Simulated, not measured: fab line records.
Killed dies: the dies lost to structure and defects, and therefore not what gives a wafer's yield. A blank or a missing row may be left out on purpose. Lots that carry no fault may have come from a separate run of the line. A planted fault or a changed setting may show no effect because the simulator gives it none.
Problem report in the 8D (eight disciplines) form, filled by code || flow sky130 || the parts of the form that need people (team, actions taken, sign-off) are left out

## 1. THE ISSUE
PWDE_TW at SKY_PWDE_TW_MEAS_10 reads a mean of 400 on 6 wafers of 2 lots; wafers without a fault read 371 with a standard deviation of 3.2. Relative to the usual mean, that is a shift of +9.0 standard deviations.
Seen first at day 8 08:14 on film-metro-03, wafer L188.1. The record has a number at this step for 33 wafers belonging to 11 lots. The rule behind "out" and "out of limits": a value lying over 4 standard deviations away from the usual mean. All remaining wafers that have a number are taken as sound.

## 2. WHAT IT IS, WHAT IT ISN'T
{"question": "which readings at this step", "is": "PWDE_TW", "is not": "-"}
{"question": "which lots", "is": "L188, L189", "is not": "L169, L170, L171, L172, L174, L175, L176, L190, L191"}
{"question": "which wafers of those lots", "is": "all that have a number", "is not": "-"}
{"question": "read on which gauges", "is": "film-metro-01, film-metro-03", "is not": "film-metro-02"}
{"question": "when", "is": "from day 8 08:14", "is not": "up to then (21 sound wafers); but 6 sound wafers of L190, L191 came after"}

## 3. SUSPECTS, AND WHAT RULES EACH OUT
Counting: a tool at any process step up to the reading remains a suspect when it ran all the lots that are out and ran no sound lot after the first of those.
- the gauge at SKY_PWDE_TW_MEAS_10 is ruled out. Those wafers that are out were read across 2 gauges (film-metro-01, film-metro-03).
- implanter-04 at SKY_PWDE_IMPLANT_08: kept. All lots that are out passed through it, beginning with L188 at day 8 07:59, and no sound lot followed; its final sound lot before that point was L176 at day 5 13:42. Out on those wafers are its own readings of beam-on-s, end-station-pressure-torr, faraday-current-uA.
After counting, what remains is implanter-04 at SKY_PWDE_IMPLANT_08.

## 4. THE CAUSE (what the simulator had put in)
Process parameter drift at SKY_PWDE_IMPLANT_08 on implanter-04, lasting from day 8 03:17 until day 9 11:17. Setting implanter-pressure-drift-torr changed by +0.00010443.
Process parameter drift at SKY_PWDE_IMPLANT_08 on implanter-04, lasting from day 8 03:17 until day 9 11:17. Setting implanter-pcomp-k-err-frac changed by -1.
Counting left only this tool.

## 5. THE CHAIN OF EFFECTS, in route order
Each row: a reading where the mean over the struck wafers with a number is more than 3 standard deviations away from the usual. Readings are gone through only where the record gives a usual standard deviation; hours: the median, over the lots, of the time from a lot's start at the first step in this table giving one to that lot's start at this step; sigmas: the change measured in usual standard deviations.
{"hours": 0, "step": "SKY_PWDE_IMPLANT_08", "reading": "beam-on-s", "usual": "10.00 s", "on struck wafers": 12.51, "change": "+2.51", "sigmas": "+13"}
{"hours": 0, "step": "SKY_PWDE_IMPLANT_08", "reading": "end-station-pressure-torr", "usual": "5e-06 Torr", "on struck wafers": 1e-04, "change": "+1e-04", "sigmas": "+99 or more"}
{"hours": 0, "step": "SKY_PWDE_IMPLANT_08", "reading": "faraday-current-uA", "usual": 20.3, "on struck wafers": 16.4, "change": -3.9, "sigmas": -10}
{"hours": 0, "step": "SKY_PWDE_TW_MEAS_10", "reading": "PWDE_TW", "usual": 371, "on struck wafers": 400, "change": "+29", "sigmas": "+9.0"}
{"hours": 44, "step": "SKY_NWELL_RS_MEAS_31", "reading": "PWDE_RS", "usual": "5278 ohm/sq", "on struck wafers": 4442, "change": -836, "sigmas": -52}
The process steps in it:
- SKY_PWDE_IMPLANT_08

## 6. WHAT WOULD HAVE CAUGHT IT SOONER
Counted from the fault's start at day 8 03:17, it took 5 hours until the first out-of-limits reading at a measuring or inspecting step in this record, taken at day 8 08:14.
The tool's own readings at SKY_PWDE_IMPLANT_08 were out on every struck wafer that the step has a row for (beam-on-s, end-station-pressure-torr, faraday-current-uA): an alarm limit on them would have fired on the first of those.
Among the 2 lots that are out, L189 began SKY_PWDE_IMPLANT_08 on implanter-04 after day 8 08:14. Putting the tool on hold at that point would have spared it.
